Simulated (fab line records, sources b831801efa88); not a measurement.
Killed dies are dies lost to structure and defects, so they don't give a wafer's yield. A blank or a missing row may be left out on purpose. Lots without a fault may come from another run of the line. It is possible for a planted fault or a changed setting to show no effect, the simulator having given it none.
Which tool is to blame? || flow gf180mcu || 24 lots with 72 wafers sampled at 2 steps, on a route of 602 steps

## WHAT EACH GAUGE READ, for each wafer
GF_POLY_GATE_CD_MEAS_10 targets a cd of 280 nm. Usual: cd-nm 280.0 nm, standard deviation 1.3.
{"lot": "L074", "measured": "day 9 06:22", "on": "cd-sem-02", "cd-nm (nm)": "279.9 279.0 280.3", "flag": ""}
{"lot": "L075", "measured": "day 9 10:34", "on": "cd-sem-01", "cd-nm (nm)": "278.4 278.9 278.7", "flag": ""}
{"lot": "L076", "measured": "day 9 15:56", "on": "cd-sem-02", "cd-nm (nm)": "283.2 283.4 284.2", "flag": ""}
{"lot": "L077", "measured": "day 9 22:31", "on": "cd-sem-02", "cd-nm (nm)": "279.3 279.2 277.6", "flag": ""}
{"lot": "L078", "measured": "day 10 09:02", "on": "cd-sem-02", "cd-nm (nm)": "280.5 279.7 277.9", "flag": ""}
{"lot": "L079", "measured": "day 10 16:58", "on": "cd-sem-01", "cd-nm (nm)": "279.3 279.2 279.2", "flag": ""}
{"lot": "L080", "measured": "day 10 22:59", "on": "cd-sem-02", "cd-nm (nm)": "281.1 280.6 280.9", "flag": ""}
{"lot": "L081", "measured": "day 11 08:32", "on": "cd-sem-01", "cd-nm (nm)": "279.1 279.9 279.8", "flag": ""}
{"lot": "L082", "measured": "day 11 13:01", "on": "cd-sem-01", "cd-nm (nm)": "279.5 279.5 279.3", "flag": ""}
{"lot": "L083", "measured": "day 11 20:12", "on": "cd-sem-02", "cd-nm (nm)": "280.7 278.8 279.3", "flag": ""}
{"lot": "L084", "measured": "day 12 07:53", "on": "cd-sem-02", "cd-nm (nm)": "277.3 277.9 278.5", "flag": ""}
{"lot": "L085", "measured": "day 12 14:43", "on": "cd-sem-01", "cd-nm (nm)": "280.7 279.5 280.8", "flag": ""}
{"lot": "L086", "measured": "day 12 21:52", "on": "cd-sem-01", "cd-nm (nm)": "281.5 280.2 280.6", "flag": ""}
{"lot": "L087", "measured": "day 13 03:43", "on": "cd-sem-02", "cd-nm (nm)": "279.8 278.5 278.0", "flag": ""}
{"lot": "L088", "measured": "day 13 09:36", "on": "cd-sem-01", "cd-nm (nm)": "281.8 282.3 281.6", "flag": ""}
{"lot": "L089", "measured": "day 13 16:05", "on": "cd-sem-02", "cd-nm (nm)": "281.0 280.1 280.1", "flag": ""}
{"lot": "L090", "measured": "day 13 23:19", "on": "cd-sem-01", "cd-nm (nm)": "280.4 279.0 280.1", "flag": ""}
{"lot": "L091", "measured": "day 14 05:04", "on": "cd-sem-02", "cd-nm (nm)": "279.2 279.7 278.5", "flag": ""}
{"lot": "L092", "measured": "day 14 12:59", "on": "cd-sem-02", "cd-nm (nm)": "280.6 282.5 283.1", "flag": ""}
{"lot": "L093", "measured": "day 14 21:34", "on": "cd-sem-02", "cd-nm (nm)": "279.9 280.0 280.3", "flag": ""}
{"lot": "L094", "measured": "day 15 06:17", "on": "cd-sem-01", "cd-nm (nm)": "281.5 281.1 280.9", "flag": ""}
{"lot": "L095", "measured": "day 15 07:40", "on": "cd-sem-01", "cd-nm (nm)": "280.8 280.8 281.9", "flag": ""}
{"lot": "L096", "measured": "day 15 16:37", "on": "cd-sem-02", "cd-nm (nm)": "278.8 280.5 278.3", "flag": ""}
{"lot": "L097", "measured": "day 16 01:14", "on": "cd-sem-01", "cd-nm (nm)": "279.0 279.8 279.0", "flag": ""}

GF_V3_THK_MEAS_03. Usual: V3_CVD_02_THK typically reads 851 nm, with standard deviation 11.
{"lot": "L074", "measured": "day 21 07:47", "on": "film-metro-01", "V3_CVD_02_THK (nm)": "846 850 845", "flag": ""}
{"lot": "L075", "measured": "day 21 15:34", "on": "film-metro-01", "V3_CVD_02_THK (nm)": "852 855 854", "flag": ""}
{"lot": "L076", "measured": "day 22 02:12", "on": "film-metro-02", "V3_CVD_02_THK (nm)": "841 866 850", "flag": ""}
{"lot": "L077", "measured": "day 22 07:48", "on": "film-metro-04", "V3_CVD_02_THK (nm)": "840 847 856", "flag": ""}
{"lot": "L078", "measured": "day 22 20:50", "on": "film-metro-04", "V3_CVD_02_THK (nm)": "841 861 863", "flag": ""}
{"lot": "L079", "measured": "day 23 08:32", "on": "film-metro-01", "V3_CVD_02_THK (nm)": "852 851 852", "flag": ""}
{"lot": "L080", "measured": "day 23 15:14", "on": "film-metro-01", "V3_CVD_02_THK (nm)": "859 863 867", "flag": ""}
{"lot": "L081", "measured": "day 24 03:58", "on": "film-metro-01", "V3_CVD_02_THK (nm)": "854 850 857", "flag": ""}
{"lot": "L082", "measured": "day 24 11:35", "on": "film-metro-02", "V3_CVD_02_THK (nm)": "840 846 860", "flag": ""}
{"lot": "L083", "measured": "day 24 17:22", "on": "film-metro-01", "V3_CVD_02_THK (nm)": "842 857 854", "flag": ""}
{"lot": "L084", "measured": "day 25 05:36", "on": "film-metro-02", "V3_CVD_02_THK (nm)": "856 842 853", "flag": ""}
{"lot": "L085", "measured": "day 25 12:08", "on": "film-metro-04", "V3_CVD_02_THK (nm)": "859 849 870", "flag": ""}
{"lot": "L086", "measured": "day 25 20:42", "on": "film-metro-01", "V3_CVD_02_THK (nm)": "841 861 849", "flag": ""}
{"lot": "L087", "measured": "day 26 02:50", "on": "film-metro-01", "V3_CVD_02_THK (nm)": "831 857 859", "flag": ""}
{"lot": "L088", "measured": "day 26 10:18", "on": "film-metro-02", "V3_CVD_02_THK (nm)": "863 863 870", "flag": ""}
{"lot": "L089", "measured": "day 26 14:17", "on": "film-metro-02", "V3_CVD_02_THK (nm)": "845 853 853", "flag": ""}
{"lot": "L090", "measured": "day 26 20:32", "on": "film-metro-02", "V3_CVD_02_THK (nm)": "841 845 856", "flag": ""}
{"lot": "L091", "measured": "day 27 07:03", "on": "film-metro-01", "V3_CVD_02_THK (nm)": "851 867 867", "flag": ""}
{"lot": "L092", "measured": "day 27 16:03", "on": "film-metro-01", "V3_CVD_02_THK (nm)": "838 841 865", "flag": ""}
{"lot": "L093", "measured": "day 27 20:35", "on": "film-metro-02", "V3_CVD_02_THK (nm)": "843 846 856", "flag": ""}
{"lot": "L094", "measured": "day 28 05:11", "on": "film-metro-04", "V3_CVD_02_THK (nm)": "810 834 840", "flag": ""}
{"lot": "L095", "measured": "day 28 05:29", "on": "film-metro-02", "V3_CVD_02_THK (nm)": "841 831 839", "flag": ""}
{"lot": "L096", "measured": "day 28 11:37", "on": "film-metro-02", "V3_CVD_02_THK (nm)": "831 833 847", "flag": ""}
{"lot": "L097", "measured": "day 28 21:21", "on": "film-metro-04", "V3_CVD_02_THK (nm)": "837 855 835", "flag": ""}

## WHICH TOOL RAN EACH LOT (tool, then ch and the chambers of the sampled wafers, then the start)
The record shows no process step preceding these readings.

## AS READ BY THE TOOLS THEMSELVES (means over the sampled wafers that have a number; for cases with no such wafer, the mark the record gives instead)
The record holds no such reading with a usual standard deviation.

## THE ANSWER, worked out from the rows above alone
Rule: a lot is off if the mean of its wafers that have a number lies more than 3 standard deviations from the usual mean. Also off: a lot with no number at a reading for which 4 or more lots have one. Any other lot the step has rows for is counted as sound. Order of review: gauges by route order, followed by the tools' own readings, for which a lot's mean as printed above is used. The first step at which some lot is off is used, and at that step the reading that is off furthest; a lot without a number counts as furthest.
Nothing can be told from this: no lot is off at any reading shown.

## WHAT THE SIMULATOR HAD INSERTED
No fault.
